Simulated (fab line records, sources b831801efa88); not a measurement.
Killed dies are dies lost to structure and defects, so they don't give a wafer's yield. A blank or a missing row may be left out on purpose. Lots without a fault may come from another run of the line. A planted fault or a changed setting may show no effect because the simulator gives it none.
Problem report in the 8D (eight disciplines) form, filled by code | flow gf180mcu | the parts of the form that need people (team, actions taken, sign-off) are left out

1. THE PROBLEM
overpolish_run_s at GF_V2_CMP_26 reads a mean of 0.045 s on 1 wafer of 1 lot; wafers without a fault read 14.999 s with a standard deviation of 0.0081. That is -99 or more standard deviations from the usual mean.
The step: polishes, stops on SiO2, t overpolish 15 s, target thk 0 nm.
First seen on wafer L634.6, day 25 19:27, on cmp-01. The record holds 38 wafers of 13 lots with a number at this step. Rule for "out", or "out of limits": more than 4 standard deviations from the usual mean. The other wafers with a number count as sound.

2. WHAT IT IS AND WHAT IT IS NOT
question                    | is                                   | is not
which readings at this step | overpolish_run_s, time_to_endpoint_s | motor_current_A
which lots                  | L634                                 | L619, L620, L621, L622, L623, L624, L625, L626, L639, L640, L641, L642
which wafers of those lots  | L634.6                               | L634.1
read on which tools         | cmp-01                               | cmp-02
when                        | from day 25 19:27                    | up to then (25 sound wafers); but 12 sound wafers of L639, L640, L641, L642 came after

3. SUSPECTS, AND WHAT RULES EACH OUT
Counting: a tool at a process step up to the reading stays a suspect if it ran every lot that is out. Sound lots after the first of them don't rule it out here, since some wafers of a struck lot are sound.
- rie_diel-02 at GF_V2_ETCH_17 (etches SiO2 in C4F8/O2/Ar, stops on TiN, target depth 630 nm): kept. It ran the lot that is out, L634 (day 25 18:57); its last sound lot up to then is L623 (day 21 13:38). GF_V2_ETCH_17 gives no start for some lots, so the hours and the order of its lots are those of GF_V2_SPUTTER_21.
- pvd_sputter-03 at GF_V2_SPUTTER_21 (material Ti, target thk 15 nm, time 80.02 s): kept. It ran the lot that is out, L634 (day 25 18:57); its last sound lot up to then is L623 (day 21 13:38).
- cmp-01 at GF_V2_CMP_26 (polishes, stops on SiO2, t overpolish 15 s, target thk 0 nm): kept. It ran the lot that is out, L634 (day 25 19:27); its last sound lot up to then is L626 (day 22 17:16). Its own readings are out on those wafers: overpolish_run_s, time_to_endpoint_s.
- Within rie_diel-02 at GF_V2_ETCH_17: the wafers that are out ran in chamber 0; their sound lot-mates ran in chamber 2.
- Within cmp-01 at GF_V2_CMP_26: the wafers that are out ran in chamber 3; their sound lot-mates ran in chamber 1.
Left after counting: rie_diel-02 at GF_V2_ETCH_17, pvd_sputter-03 at GF_V2_SPUTTER_21, cmp-01 at GF_V2_CMP_26.

4. THE CAUSE (what the simulator had put in)
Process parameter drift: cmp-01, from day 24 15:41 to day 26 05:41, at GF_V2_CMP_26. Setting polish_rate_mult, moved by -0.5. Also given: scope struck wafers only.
Counting left 3 suspects, and this tool is among them.

5. THE CHAIN OF EFFECTS, in route order
Each row: a reading whose mean over the struck wafers that have a number lies more than 3 standard deviations from the usual. Only readings for which the record gives a usual standard deviation are gone through. hours: the time from each lot's start at the first step in this table that gives one to its start at this step, as a median over the lots. sigmas: the change in usual standard deviations.
hours | step         | reading            | usual    | on struck wafers | change  | sigmas
0     | GF_V2_CMP_26 | overpolish_run_s   | 14.999 s | 0.045            | -14.954 | -99 or more
0     | GF_V2_CMP_26 | time_to_endpoint_s | 84 s     | 129              | +45     | +12
The process steps in it:
- GF_V2_CMP_26: polishes, stops on SiO2, t overpolish 15 s, target thk 0 nm.

6. WHAT WOULD HAVE CAUGHT IT SOONER
In this record the first reading out of limits was taken at day 25 19:27, 28 hours after the fault began at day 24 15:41.
